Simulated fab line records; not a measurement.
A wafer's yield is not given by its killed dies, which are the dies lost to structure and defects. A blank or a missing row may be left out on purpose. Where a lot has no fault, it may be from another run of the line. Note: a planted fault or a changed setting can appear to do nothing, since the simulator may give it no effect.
fab line records	flow gf180mcu
record: lots: 5	wafers: 15	last-day: 34
route steps=602 shown TOP_METAL@572 PASSIVATION@587
lots that met no fault: from a run of the same line without faults
start-h: start of the lot's first displayed wafer, in hours after the record's first day	wait-h: hours since the lot's step before	" the same as in the row above	L1.1+2: a single row standing in for several wafers	- no value present, or no start provided	* or withheld: withheld	< > ~ a bound
route shown NAME@n: names a module that has steps shown in the file, with the first one's number in the route	usual: mean/standard deviation taken from wafers without a fault	same: alike in all rows	chamber/n: place in a boat	sites: per-site readings	_std_site: their standard deviation	_edge_site: mean of outer sites minus mean of inner sites	radius-mm: how far each site lies from the wafer's centre	mask NAME#n: copy n	behind: the tool/chamber that last shaped the wafer	hold: what put the lot on hold/how long, in hours/how the hold closed	device: whichever transistor did not switch (one of n, p or np)	end of line: the route-end tests of the same wafers	a step without rows: its recipe alone	killed: dies that structure and defects cost at the first sort, which is not the same as the wafer's yield	map: a wafer's dies, marking killed ones x, the rest . and places with no die _
set.NAME: the setting the step ran with; set.NAME@STEP: the setting that earlier step ran with	model.NAME: the simulator's own value behind a step, which no gauge read
lots at some steps of the route; a table a step, a row a wafer
services: the hour from which a tool's chamber was out of use, counted from the record's first day as start-h (under 0 if before that day), plus the number of hours and why
== steps ==
step: GF_TOP_METAL_RS_MEAS_05
recipe: thk-meas-gauge: four-point-probe	reads: TiN_of_TOP_METAL_SPUTTER_04+Ti_of_TOP_METAL_SPUTTER_03+AlCu_of_TOP_METAL_SPUTTER_02+TiN_of_TOP_METAL_SPUTTER_01+Ti_of_TOP_METAL_SPUTTER_00
usual: TOP_METAL_ALCU_RS: 0.03256/0.00027
lot.wafer	tool	chamber	start-h	wait-h	TOP_METAL_ALCU_RS[ohm/sq]
L076.2	film-metro-01	-	641.99	0.0	0.03232
L076.4	"	-	"	"	0.03268
L076.6	"	-	"	"	0.03248
L081.1	film-metro-04	-	687.86	0.0	0.03239
L081.4	"	-	"	"	0.03277
L081.6	"	-	"	"	0.03264
L084.3	film-metro-01	-	706.58	0.1	0.03232
L084.4	"	-	"	"	0.03239
L084.5	"	-	"	"	0.03264
L095.2	film-metro-03	-	771.57	0.0	0.03279
L095.4	"	-	"	"	0.03298
L095.6	"	-	"	"	0.03284
L097.4	film-metro-01	-	782.31	0.1	0.03245
L097.5	"	-	"	"	0.0324
L097.6	"	-	"	"	0.03244
step: GF_TOP_METAL_THK_MEAS_06
recipe: thk-meas-gauge: xrf	reads: AlCu_of_TOP_METAL_SPUTTER_02
usual: TOP_METAL_ALCU_THK: 898/10
lot.wafer	tool	chamber	start-h	wait-h	TOP_METAL_ALCU_THK[nm]
L076.2	film-metro-01	-	642.10	0.1	892
L076.4	"	-	"	"	882
L076.6	"	-	"	"	886
L081.1	film-metro-04	-	687.98	0.1	907
L081.4	"	-	"	"	898
L081.6	"	-	"	"	900
L084.3	film-metro-01	-	706.68	0.1	903
L084.4	"	-	"	"	901
L084.5	"	-	"	"	894
L095.2	film-metro-03	-	771.68	0.1	896
L095.4	"	-	"	"	897
L095.6	"	-	"	"	899
L097.4	film-metro-01	-	782.40	0.1	896
L097.5	"	-	"	"	896
L097.6	"	-	"	"	894
step: GF_TOP_METAL_DEHYDRATE_07
recipe: temp-c: 200	time-s: 60
usual: resist-line-temp-C: 23.00/0.095
lot.wafer	tool	chamber	start-h	wait-h	resist-line-temp-C
L076.2	litho-track-04	0	651.64	9.5	22.98
L076.4	"	0	"	"	22.94
L076.6	"	0	"	"	23.04
L081.1	litho-track-02	0	696.54	8.6	23.00
L081.4	"	0	"	"	22.91
L081.6	"	0	"	"	22.94
L084.3	litho-track-02	0	715.04	8.3	22.93
L084.4	"	0	"	"	23.01
L084.5	"	0	"	"	22.95
L095.2	litho-track-02	0	778.71	7.0	22.90
L095.4	"	0	"	"	22.86
L095.6	"	0	"	"	22.88
L097.4	litho-track-01	0	789.49	7.1	22.99
L097.5	"	0	"	"	22.97
L097.6	"	0	"	"	22.98
step: GF_TOP_METAL_HMDS_08
recipe: prime-time-s: 60	prime-temp-c: 120
usual: resist-line-temp-C: 23.00/0.099
lot.wafer	tool	chamber	start-h	wait-h	resist-line-temp-C
L076.2	litho-track-04	0	651.79	0.1	23.07
L076.4	"	0	"	"	23.09
L076.6	"	0	"	"	23.10
L081.1	litho-track-02	0	696.69	0.1	22.87
L081.4	"	0	"	"	22.95
L081.6	"	0	"	"	23.11
L084.3	litho-track-02	0	715.19	0.1	23.02
L084.4	"	0	"	"	22.87
L084.5	"	0	"	"	22.84
L095.2	litho-track-02	0	778.86	0.1	22.82
L095.4	"	0	"	"	22.81
L095.6	"	0	"	"	22.90
L097.4	litho-track-01	0	789.64	0.1	22.91
L097.5	"	0	"	"	23.12
L097.6	"	0	"	"	23.08
step: GF_TOP_METAL_COAT_09
recipe: resist: NOVOLAK	spin-rpm: 3000	resist-thk-nm: 1500
usual: dispense-pressure-kPa: 47/3.7	resist-line-temp-C: 23.01/0.1
lot.wafer	tool	chamber	start-h	wait-h	dispense-pressure-kPa	resist-line-temp-C
L076.2	litho-track-04	0	651.94	0.1	53	22.77
L076.4	"	0	"	"	53	22.93
L076.6	"	0	"	"	53	22.90
L081.1	litho-track-02	0	696.84	0.1	46	22.98
L081.4	"	0	"	"	46	23.00
L081.6	"	0	"	"	46	22.98
L084.3	litho-track-02	0	715.34	0.1	46	22.87
L084.4	"	0	"	"	46	22.90
L084.5	"	0	"	"	46	23.02
L095.2	litho-track-02	0	779.01	0.1	46	23.17
L095.4	"	0	"	"	46	23.13
L095.6	"	0	"	"	46	23.00
L097.4	litho-track-01	0	789.79	0.1	42	23.10
L097.5	"	0	"	"	42	23.17
L097.6	"	0	"	"	42	23.10
step: GF_TOP_METAL_SOFTBAKE_10
recipe: temp-c: 90	time-s: 60	resist: NOVOLAK
usual: resist-line-temp-C: 23.00/0.1
lot.wafer	tool	chamber	start-h	wait-h	resist-line-temp-C
L076.2	litho-track-04	0	652.09	0.1	23.00
L076.4	"	0	"	"	23.02
L076.6	"	0	"	"	23.03
L081.1	litho-track-02	0	696.99	0.1	22.79
L081.4	"	0	"	"	22.83
L081.6	"	0	"	"	22.95
L084.3	litho-track-02	0	715.49	0.1	23.00
L084.4	"	0	"	"	23.07
L084.5	"	0	"	"	23.08
L095.2	litho-track-02	0	779.16	0.1	23.07
L095.4	"	0	"	"	23.13
L095.6	"	0	"	"	23.08
L097.4	litho-track-01	0	789.94	0.1	23.05
L097.5	"	0	"	"	23.00
L097.6	"	0	"	"	22.95
step: GF_TOP_METAL_EXPOSE_11
recipe: mask-id: MetalTop	target-cd-nm: 440	na: 0.6	source-shape: conventional	sigma-outer: 0.6	dose-mj: 171.3
usual: focus-offset-nm: 0.0/0.52	reticle-temp-C: 22.99/0.11
lot.wafer	tool	chamber	start-h	wait-h	mask	focus-offset-nm	reticle-temp-C
L076.2	iline-stepper-02	0	-	-	MetalTop#0	0.0	22.93
L076.4	"	0	"	"	MetalTop#0	1.3	22.95
L076.6	"	0	"	"	MetalTop#0	0.8	23.11
L081.1	iline-stepper-02	0	-	-	MetalTop#0	0.2	23.05
L081.4	"	0	"	"	MetalTop#0	0.4	23.08
L081.6	"	0	"	"	MetalTop#0	-0.3	22.88
L084.3	iline-stepper-01	0	-	-	MetalTop#0	-0.4	23.04
L084.4	"	0	"	"	MetalTop#0	0.4	23.08
L084.5	"	0	"	"	MetalTop#0	-0.2	23.02
L095.2	iline-stepper-02	0	-	-	MetalTop#0	-0.4	23.07
L095.4	"	0	"	"	MetalTop#0	-0.5	22.87
L095.6	"	0	"	"	MetalTop#0	-0.2	23.02
L097.4	iline-stepper-01	0	-	-	MetalTop#0	0.4	23.10
L097.5	"	0	"	"	MetalTop#0	0.0	23.14
L097.6	"	0	"	"	MetalTop#0	-0.7	23.01
step: GF_TOP_METAL_PEB_12
recipe: temp-c: withheld	time-s: *	resist: NOVOLAK
usual: resist-line-temp-C: *
lot.wafer	tool	chamber	start-h	wait-h	resist-line-temp-C
L076.2	litho-track-02	0	-	-	*
L076.4	"	0	"	"	*
L076.6	"	0	"	"	*
L081.1	litho-track-04	0	-	-	*
L081.4	"	0	"	"	*
L081.6	"	0	"	"	*
L084.3	litho-track-01	0	-	-	*
L084.4	"	0	"	"	*
L084.5	"	0	"	"	*
L095.2	litho-track-02	0	-	-	*
L095.4	"	0	"	"	*
L095.6	"	0	"	"	*
L097.4	litho-track-01	0	-	-	*
L097.5	"	0	"	"	*
L097.6	"	0	"	"	*
step: GF_TOP_METAL_DEVELOP_13
recipe: develop-time-s: 60	dev-temp-c: 23
usual: developer-temp-C: 23.00/0.11	resist-line-temp-C: 23.02/0.092
lot.wafer	tool	chamber	start-h	wait-h	developer-temp-C	resist-line-temp-C
L076.2	litho-track-02	0	661.71	0.1	22.98	23.09
L076.4	"	0	"	"	22.94	23.02
L076.6	"	0	"	"	22.84	23.03
L081.1	litho-track-04	0	705.57	0.1	23.07	22.90
L081.4	"	0	"	"	22.90	23.09
L081.6	"	0	"	"	23.10	22.93
L084.3	litho-track-01	0	723.96	0.1	22.92	22.97
L084.4	"	0	"	"	23.05	23.11
L084.5	"	0	"	"	22.97	23.07
L095.2	litho-track-02	0	786.71	0.1	23.19	22.93
L095.4	"	0	"	"	23.16	22.79
L095.6	"	0	"	"	23.09	23.09
L097.4	litho-track-01	0	797.59	0.1	23.18	23.03
L097.5	"	0	"	"	23.12	22.99
L097.6	"	0	"	"	23.00	23.00
step: GF_TOP_METAL_CD_MEAS_14
recipe: target-cd-nm: 440
usual: cd-nm: 439.7/2.1
lot.wafer	tool	chamber	start-h	wait-h	cd-nm
L076.2	cd-sem-01	-	661.86	0.1	437.4
L076.4	"	-	"	"	439.0
L076.6	"	-	"	"	438.7
L081.1	cd-sem-01	-	705.87	0.3	438.7
L081.4	"	-	"	"	437.4
L081.6	"	-	"	"	438.4
L084.3	cd-sem-02	-	724.10	0.1	440.4
L084.4	"	-	"	"	440.8
L084.5	"	-	"	"	440.6
L095.2	cd-sem-02	-	786.86	0.1	439.5
L095.4	"	-	"	"	434.8
L095.6	"	-	"	"	437.7
L097.4	cd-sem-01	-	797.72	0.1	440.7
L097.5	"	-	"	"	440.0
L097.6	"	-	"	"	440.3
step: GF_TOP_METAL_OVL_MEAS_15
usual: TOP_METAL_OVL: 1.1/1.6
lot.wafer	tool	chamber	start-h	wait-h	TOP_METAL_OVL[nm]
L076.2	overlay-01	-	661.96	0.1	0.0
L076.4	"	-	"	"	3.0
L076.6	"	-	"	"	-1.7
L081.1	overlay-02	-	705.99	0.1	3.3
L081.4	"	-	"	"	0.8
L081.6	"	-	"	"	2.9
L084.3	overlay-02	-	724.20	0.1	4.4
L084.4	"	-	"	"	2.0
L084.5	"	-	"	"	3.9
L095.2	overlay-01	-	786.96	0.1	-2.7
L095.4	"	-	"	"	-1.3
L095.6	"	-	"	"	-0.8
L097.4	overlay-01	-	797.80	0.1	0.2
L097.5	"	-	"	"	2.4
L097.6	"	-	"	"	1.9
step: GF_TOP_METAL_METAL_ETCH_16
recipe: chemistry: Cl2/BCl3	mask-material: NOVOLAK	target-depth-nm: 1077.5	stop-on: SiO2	pressure-mtorr: 8	icp-w: 800	bias-w: 140	Cl2_flow_sccm: 80	bcl3-flow-sccm: 40	time-s: 179.6
usual: drypump-motor-current-A: 6.0/0.57	oes-product-au: 0.968/0.0063	throttle-valve-pct: 28.254/0.01
lot.wafer	tool	chamber	start-h	wait-h	drypump-motor-current-A	oes-product-au	rf-hours-counter-h	throttle-valve-pct
L076.2	rie-metal-01	1	661.99	0.0	5.8	0.960	13	28.250
L076.4	"	1	"	"	5.8	0.970	-	28.262
L076.6	"	0	"	"	6.7	0.971	-	28.249
L081.1	rie-metal-01	1	706.02	0.0	5.8	0.973	0	28.249
L081.4	"	0	"	"	6.7	0.968	-	28.249
L081.6	"	1	"	"	5.8	0.964	-	28.253
L084.3	rie-metal-01	0	724.28	0.1	6.7	0.963	-	28.254
L084.4	"	1	"	"	5.8	0.975	-	28.247
L084.5	"	1	"	"	5.8	0.972	-	28.264
L095.2	rie-metal-03	0	787.05	0.1	5.3	0.957	-	28.247
L095.4	"	0	"	"	5.3	0.950	-	28.261
L095.6	"	0	"	"	5.3	0.968	-	28.266
L097.4	rie-metal-01	0	797.88	0.1	6.7	0.963	-	28.257
L097.5	"	0	"	"	6.7	0.974	-	28.251
L097.6	"	1	"	"	5.8	0.960	-	28.255
step: GF_TOP_METAL_STRIP_17
recipe: chemistry: O2/N2	power-w: 1400	pressure-mtorr: 1500	platen-temp-c: 250	o2-flow-sccm: 3000	n2-flow-sccm: 300	overash-fraction: 0.5
usual: drypump-motor-current-A: 5.6/0.36	heater-power-w: 305/16	oes-product-au: 0.711/0.0049	strip-time-to-endpoint-s: 13.49/0.094
lot.wafer	tool	chamber	start-h	wait-h	drypump-motor-current-A	heater-power-w	oes-product-au	rf-hours-counter-h	strip-time-to-endpoint-s
L076.2	plasma-asher-04	0	662.17	0.1	4.9	324	0.716	95	13.37
L076.4	"	0	"	"	4.9	323	0.709	-	13.43
L076.6	"	1	"	"	5.7	292	0.700	-	13.59
L081.1	plasma-asher-04	0	706.20	0.1	4.9	325	0.713	100	13.50
L081.4	"	0	"	"	4.9	326	0.718	-	13.61
L081.6	"	1	"	"	5.7	293	0.705	-	13.55
L084.3	plasma-asher-03	1	724.43	0.1	5.5	319	0.704	-	13.60
L084.4	"	0	"	"	5.9	303	0.707	-	13.53
L084.5	"	1	"	"	5.5	324	0.704	-	13.54
L095.2	plasma-asher-03	1	787.34	0.2	5.5	326	0.720	4	13.55
L095.4	"	1	"	"	5.5	326	0.711	-	13.56
L095.6	"	0	"	"	5.9	295	0.709	-	13.63
L097.4	plasma-asher-03	0	798.03	0.1	5.9	299	0.714	-	13.46
L097.5	"	1	"	"	5.5	328	0.709	-	13.52
L097.6	"	0	"	"	5.9	293	0.720	-	13.40
step: GF_TOP_METAL_STRIP_18
recipe: chemistry: post-etch-residue-remover	time-s: 1200	temp-c: 72.5
lot.wafer	tool	chamber	start-h	wait-h
L076.2+4+6	wet-bench-04	1	662.27	0.1
L081.1+4+6	wet-bench-02	0	706.30	0.1
L084.3+4+5	wet-bench-02	2	724.50	0.0
L095.2+4+6	wet-bench-01	2	787.44	0.1
L097.4+5+6	wet-bench-01	3	798.09	0.0
step: GF_TOP_METAL_CLEAN_19
recipe: chemistry: DIW	dry: n2-spin
lot.wafer	tool	chamber	start-h	wait-h
L076.2+4+6	wet-bench-01	0	662.68	0.0
L081.1+4+6	wet-bench-04	0	706.67	0.0
L084.3+4+5	wet-bench-01	1	724.87	0.0
L095.2+4+6	wet-bench-02	3	787.78	0.0
L097.4+5+6	wet-bench-04	1	798.44	0.0
step: GF_PASSIVATION_CVD_00
recipe: material: SiO2	target-thk-nm: 1000	precursor: TEOS	temp-c: 400	time-s: 111.95	rf-w: 600
usual: heater-power-w: 724/110
lot.wafer	tool	chamber	start-h	wait-h	heater-power-w
L076.2	pecvd-01	0	662.77	0.0	647
L076.4	"	1	"	"	689
L076.6	"	2	"	"	765
L081.1	pecvd-02	1	706.86	0.0	832
L081.4	"	1	"	"	879
L081.6	"	2	"	"	841
L084.3	pecvd-01	2	724.97	0.0	731
L084.4	"	1	"	"	678
L084.5	"	2	"	"	759
L095.2	pecvd-04	0	787.88	0.0	567
L095.4	"	1	"	"	627
L095.6	"	2	"	"	770
L097.4	pecvd-01	0	798.57	0.0	530
L097.5	"	2	"	"	726
L097.6	"	1	"	"	683
step: GF_PASSIVATION_THK_MEAS_01
recipe: reads: SiO2_of_PASSIVATION_CVD_00
usual: PASSIVATION_CVD_00_THK: 1005/15
lot.wafer	tool	chamber	start-h	wait-h	PASSIVATION_CVD_00_THK[nm]
L076.2	film-metro-01	-	662.86	0.0	1011
L076.4	"	-	"	"	1030
L076.6	"	-	"	"	1004
L081.1	film-metro-01	-	706.93	0.0	995
L081.4	"	-	"	"	1012
L081.6	"	-	"	"	1012
L084.3	film-metro-01	-	725.07	0.1	993
L084.4	"	-	"	"	1010
L084.5	"	-	"	"	1001
L095.2	film-metro-01	-	787.96	0.0	984
L095.4	"	-	"	"	1005
L095.6	"	-	"	"	1013
L097.4	film-metro-01	-	798.64	0.0	987
L097.5	"	-	"	"	986
L097.6	"	-	"	"	1014
step: GF_PASSIVATION_CVD_02
recipe: material: Si3N4	target-thk-nm: 700	time-s: 486.18	temp-c: 400	rf-w: 450
usual: heater-power-w: 802/100
lot.wafer	tool	chamber	start-h	wait-h	heater-power-w
L076.2	pecvd-02	1	662.91	0.0	939
L076.4	"	2	"	"	887
L076.6	"	0	"	"	957
L081.1	pecvd-01	1	706.99	0.1	759
L081.4	"	0	"	"	673
L081.6	"	1	"	"	822
L084.3	pecvd-02	2	725.11	0.0	905
L084.4	"	2	"	"	714
L084.5	"	1	"	"	968
L095.2	pecvd-01	0	788.01	0.0	685
L095.4	"	1	"	"	874
L095.6	"	2	"	"	660
L097.4	pecvd-02	1	798.81	0.2	935
L097.5	"	0	"	"	785
L097.6	"	2	"	"	840
step: GF_PASSIVATION_THK_MEAS_03
recipe: reads: Si3N4_of_PASSIVATION_CVD_02
usual: PASSIVATION_CVD_02_THK: 701/8.8
lot.wafer	tool	chamber	start-h	wait-h	PASSIVATION_CVD_02_THK[nm]
L076.2	film-metro-03	-	663.20	0.2	705
L076.4	"	-	"	"	716
L076.6	"	-	"	"	715
L081.1	film-metro-01	-	707.28	0.1	687
L081.4	"	-	"	"	708
L081.6	"	-	"	"	699
L084.3	film-metro-01	-	725.41	0.2	696
L084.4	"	-	"	"	701
L084.5	"	-	"	"	709
L095.2	film-metro-02	-	788.32	0.2	710
L095.4	"	-	"	"	714
L095.6	"	-	"	"	719
L097.4	film-metro-02	-	798.98	0.0	702
L097.5	"	-	"	"	697
L097.6	"	-	"	"	700
step: GF_PASSIVATION_DEHYDRATE_04
recipe: temp-c: 200	time-s: 60
usual: resist-line-temp-C: 22.98/0.11
lot.wafer	tool	chamber	start-h	wait-h	resist-line-temp-C
L076.2	litho-track-03	0	671.23	8.0	23.16
L076.4	"	0	"	"	23.03
L076.6	"	0	"	"	23.18
L081.1	litho-track-04	0	715.42	8.1	22.96
L081.4	"	0	"	"	23.20
L081.6	"	0	"	"	23.03
L084.3	litho-track-04	0	733.82	8.4	22.82
L084.4	"	0	"	"	22.84
L084.5	"	0	"	"	22.75
L095.2	litho-track-04	0	795.14	6.8	22.94
L095.4	"	0	"	"	23.06
L095.6	"	0	"	"	22.92
L097.4	litho-track-04	0	806.14	7.1	22.93
L097.5	"	0	"	"	22.75
L097.6	"	0	"	"	23.15
step: GF_PASSIVATION_HMDS_05
recipe: prime-time-s: 60	prime-temp-c: 120
usual: resist-line-temp-C: 23.04/0.1
lot.wafer	tool	chamber	start-h	wait-h	resist-line-temp-C
L076.2	litho-track-03	0	671.38	0.1	22.90
L076.4	"	0	"	"	23.04
L076.6	"	0	"	"	22.95
L081.1	litho-track-04	0	715.57	0.1	23.08
L081.4	"	0	"	"	22.97
L081.6	"	0	"	"	23.02
L084.3	litho-track-04	0	733.97	0.1	22.96
L084.4	"	0	"	"	23.03
L084.5	"	0	"	"	22.87
L095.2	litho-track-04	0	795.29	0.1	22.97
L095.4	"	0	"	"	23.26
L095.6	"	0	"	"	23.12
L097.4	litho-track-04	0	806.29	0.1	22.94
L097.5	"	0	"	"	23.15
L097.6	"	0	"	"	23.10
step: GF_PASSIVATION_COAT_06
recipe: spin-rpm: 1952	resist-thk-nm: 4000
usual: dispense-pressure-kPa: 53/6.1	resist-line-temp-C: 22.99/0.11
lot.wafer	tool	chamber	start-h	wait-h	dispense-pressure-kPa	resist-line-temp-C
L076.2	litho-track-03	0	671.53	0.1	58	23.03
L076.4	"	0	"	"	58	23.39
L076.6	"	0	"	"	58	23.18
L081.1	litho-track-04	0	715.72	0.1	53	22.84
L081.4	"	0	"	"	53	23.07
L081.6	"	0	"	"	53	22.99
L084.3	litho-track-04	0	734.12	0.1	53	23.15
L084.4	"	0	"	"	53	23.10
L084.5	"	0	"	"	53	22.98
L095.2	litho-track-04	0	795.44	0.1	53	23.04
L095.4	"	0	"	"	53	23.02
L095.6	"	0	"	"	53	23.04
L097.4	litho-track-04	0	806.44	0.1	53	22.91
L097.5	"	0	"	"	53	22.83
L097.6	"	0	"	"	53	23.01
step: GF_PASSIVATION_SOFTBAKE_07
recipe: temp-c: 110	time-s: withheld
usual: resist-line-temp-C: 23.01/0.096
lot.wafer	tool	chamber	start-h	wait-h	resist-line-temp-C
L076.2	litho-track-03	0	671.68	0.1	22.84
L076.4	"	0	"	"	22.99
L076.6	"	0	"	"	23.10
L081.1	litho-track-04	0	715.87	0.1	22.88
L081.4	"	0	"	"	23.01
L081.6	"	0	"	"	22.94
L084.3	litho-track-04	0	734.28	0.1	22.98
L084.4	"	0	"	"	22.99
L084.5	"	0	"	"	22.99
L095.2	litho-track-04	0	795.60	0.1	23.03
L095.4	"	0	"	"	23.14
L095.6	"	0	"	"	23.13
L097.4	litho-track-04	0	806.62	0.1	22.99
L097.5	"	0	"	"	22.89
L097.6	"	0	"	"	23.04
step: GF_PASSIVATION_EXPOSE_08
recipe: mask-id: Pad	target-cd-nm: 40000	na: 0.57	dose-mj: 310
usual: focus-offset-nm: 0.0/0.54	reticle-temp-C: 23.01/0.1
lot.wafer	tool	chamber	start-h	wait-h	mask	focus-offset-nm	reticle-temp-C
L076.2	iline-stepper-02	0	-	-	Pad#0	0.6	23.10
L076.4	"	0	"	"	Pad#0	-0.1	23.03
L076.6	"	0	"	"	Pad#0	-0.6	23.19
L081.1	iline-stepper-01	0	-	-	Pad#0	0.4	23.05
L081.4	"	0	"	"	Pad#0	-0.5	23.10
L081.6	"	0	"	"	Pad#0	0.0	23.03
L084.3	iline-stepper-02	0	-	-	Pad#0	-0.7	23.11
L084.4	"	0	"	"	Pad#0	0.1	23.06
L084.5	"	0	"	"	Pad#0	-1.0	23.04
L095.2	iline-stepper-01	0	-	-	Pad#0	0.0	23.03
L095.4	"	0	"	"	Pad#0	-1.0	23.06
L095.6	"	0	"	"	Pad#0	0.0	22.99
L097.4	iline-stepper-02	0	-	-	Pad#0	0.0	22.97
L097.5	"	0	"	"	Pad#0	-1.3	23.03
L097.6	"	0	"	"	Pad#0	-1.2	23.04
step: GF_PASSIVATION_PEB_09
recipe: temp-c: 115	time-s: withheld
usual: resist-line-temp-C: 23.00/0.12
lot.wafer	tool	chamber	start-h	wait-h	resist-line-temp-C
L076.2	litho-track-01	0	-	-	23.05
L076.4	"	0	"	"	22.97
L076.6	"	0	"	"	23.09
L081.1	litho-track-04	0	-	-	23.00
L081.4	"	0	"	"	22.93
L081.6	"	0	"	"	22.85
L084.3	litho-track-04	0	-	-	23.13
L084.4	"	0	"	"	23.05
L084.5	"	0	"	"	22.98
L095.2	litho-track-01	0	-	-	22.91
L095.4	"	0	"	"	23.16
L095.6	"	0	"	"	23.08
L097.4	litho-track-03	0	-	-	23.23
L097.5	"	0	"	"	23.00
L097.6	"	0	"	"	23.21
step: GF_PASSIVATION_DEVELOP_10
recipe: develop-time-s: 60	dev-temp-c: 23
usual: developer-temp-C: 23.00/0.11	resist-line-temp-C: 22.98/0.097
lot.wafer	tool	chamber	start-h	wait-h	developer-temp-C	resist-line-temp-C
L076.2	litho-track-01	0	-	-	23.04	22.97
L076.4	"	0	"	"	22.98	23.01
L076.6	"	0	"	"	23.10	22.96
L081.1	litho-track-04	0	-	-	23.09	22.97
L081.4	"	0	"	"	22.93	23.03
L081.6	"	0	"	"	22.88	22.82
L084.3	litho-track-04	0	-	-	22.99	22.80
L084.4	"	0	"	"	23.02	22.86
L084.5	"	0	"	"	22.90	22.98
L095.2	litho-track-01	0	-	-	23.12	23.05
L095.4	"	0	"	"	22.92	22.97
L095.6	"	0	"	"	23.17	23.01
L097.4	litho-track-03	0	-	-	23.10	23.04
L097.5	"	0	"	"	23.08	22.98
L097.6	"	0	"	"	23.18	22.97
step: GF_PASSIVATION_ETCH_11
recipe: chemistry: CF4/O2	target-depth-nm: 1800	stop-on: TiN	source-w: 800	bias-w: 150	pressure-mtorr: 150	cf4-flow-sccm: 80	O2_flow_sccm: 10	time-s: 400
usual: drypump-motor-current-A: 5.8/0.57	oes-product-au: 0.965/0.0083	throttle-valve-pct: 5.960/0.0094
lot.wafer	tool	chamber	start-h	wait-h	drypump-motor-current-A	oes-product-au	rf-hours-counter-h	throttle-valve-pct
L076.2	rie-diel-03	1	681.82	-	4.6	0.972	16	5.964
L076.4	"	2	"	"	5.0	0.968	32	5.965
L076.6	"	0	"	"	6.5	0.973	-	5.959
L081.1	rie-diel-01	2	725.02	-	6.1	0.953	58	5.959
L081.4	"	0	"	"	5.7	0.971	7	5.957
L081.6	"	1	"	"	6.2	0.972	-	5.973
L084.3	rie-diel-02	2	743.02	-	6.2	0.959	15	5.948
L084.4	"	3	"	"	5.1	0.970	-	5.952
L084.5	"	1	"	"	5.7	0.971	-	5.968
L095.2	rie-diel-03	3	803.16	-	6.6	0.966	20	5.953
L095.4	"	1	"	"	4.6	0.963	-	5.963
L095.6	"	3	"	"	6.6	0.976	-	5.966
L097.4	rie-diel-01	0	813.82	-	5.8	0.958	-	5.952
L097.5	"	3	"	"	6.0	0.959	-	5.966
L097.6	"	2	"	"	6.1	0.968	-	5.955
step: GF_PASSIVATION_STRIP_12
recipe: chemistry: O2/N2	power-w: 1400	pressure-mtorr: 1500	platen-temp-c: 250	o2-flow-sccm: 3000	n2-flow-sccm: 300	overash-fraction: 0.5
usual: drypump-motor-current-A: 5.7/0.47	heater-power-w: 305/13	oes-product-au: 0.720/0.0045	strip-time-to-endpoint-s: 35.32/0.28
lot.wafer	tool	chamber	start-h	wait-h	drypump-motor-current-A	heater-power-w	oes-product-au	rf-hours-counter-h	strip-time-to-endpoint-s
L076.2	plasma-asher-01	1	682.05	0.1	6.2	304	0.716	27	35.12
L076.4	"	1	"	"	6.2	300	0.723	-	35.35
L076.6	"	1	"	"	6.2	311	0.724	-	35.43
L081.1	plasma-asher-01	1	725.26	0.1	6.2	301	0.718	31	35.54
L081.4	"	0	"	"	6.1	297	0.720	-	35.21
L081.6	"	0	"	"	6.1	295	0.719	-	34.85
L084.3	plasma-asher-04	1	743.29	0.2	5.8	301	0.712	-	35.39
L084.4	"	0	"	"	4.9	328	0.721	-	35.35
L084.5	"	0	"	"	4.9	317	0.722	-	35.15
L095.2	plasma-asher-04	1	803.40	0.1	5.7	300	0.716	111	35.61
L095.4	"	0	"	"	4.9	328	0.715	-	35.24
L095.6	"	1	"	"	5.8	292	0.720	-	35.49
L097.4	plasma-asher-01	0	813.97	0.0	6.1	288	0.724	-	35.35
L097.5	"	1	"	"	6.2	311	0.713	-	35.07
L097.6	"	0	"	"	6.1	296	0.720	-	35.16
step: GF_PASSIVATION_ANNEAL_13
recipe: temp-c: 400	time-s: 1800	ambient: N2/H2	idle-temp-c: 300	ramp-up-c-per-min: 10	ramp-down-c-per-min: 3
lot.wafer	tool	chamber	start-h	wait-h
L076.2+4+6	furnace-02	0	682.15	0.1
L081.1+4+6	furnace-02	0	725.36	0.1
L084.3+4+5	furnace-01	0	743.36	0.0
L095.2+4+6	furnace-02	0	803.50	0.1
L097.4+5+6	furnace-02	0	814.04	0.0
step: GF_PASSIVATION_BOW_MEAS_14
recipe: mode: bow
usual: PASSIVATION_BOW: 134/11
lot.wafer	tool	chamber	start-h	wait-h	PASSIVATION_BOW[um]
L076.2	film-metro-02	-	683.67	0.0	134
L076.4	"	-	"	"	142
L076.6	"	-	"	"	132
L081.1	film-metro-03	-	726.86	0.0	124
L081.4	"	-	"	"	121
L081.6	"	-	"	"	121
L084.3	film-metro-02	-	744.90	0.0	130
L084.4	"	-	"	"	146
L084.5	"	-	"	"	134
L095.2	film-metro-02	-	805.02	0.0	142
L095.4	"	-	"	"	134
L095.6	"	-	"	"	137
L097.4	film-metro-03	-	815.60	0.1	136
L097.5	"	-	"	"	134
L097.6	"	-	"	"	143
== services ==
tool	chamber	start-h	hours	kind
plasma-asher-04	-	632.58	2.5	repair
furnace-02	-	637.95	3.6	pm
pecvd-04	-	642.83	2.4	repair
plasma-asher-03	-	657.16	2.8	pm
rie-diel-03	1	663.74	3.5	repair
rie-diel-01	1	664.60	3.2	repair
pecvd-01	0	677.58	4.2	repair
plasma-asher-03	-	684.96	3.8	repair
iline-stepper-01	-	701.78	4.5	repair
pecvd-02	-	713.12	2.0	repair
iline-stepper-01	-	716.23	2.1	pm
plasma-asher-03	-	733.75	9.0	pm
rie-metal-01	0	733.95	2.2	repair
furnace-02	-	736.73	3.3	pm
iline-stepper-01	-	738.75	1.7	pm
plasma-asher-03	-	742.38	5.5	repair
iline-stepper-02	-	751.64	1.3	repair
rie-diel-03	0	752.57	4.2	repair
iline-stepper-02	-	752.96	1.7	pm
rie-diel-01	2	780.47	4.4	repair
plasma-asher-03	-	787.54	1.6	repair
rie-diel-03	2	798.04	13.5	repair
furnace-02	-	805.95	3.6	pm
iline-stepper-02	-	810.75	4.4	pm
== key ==
fault none
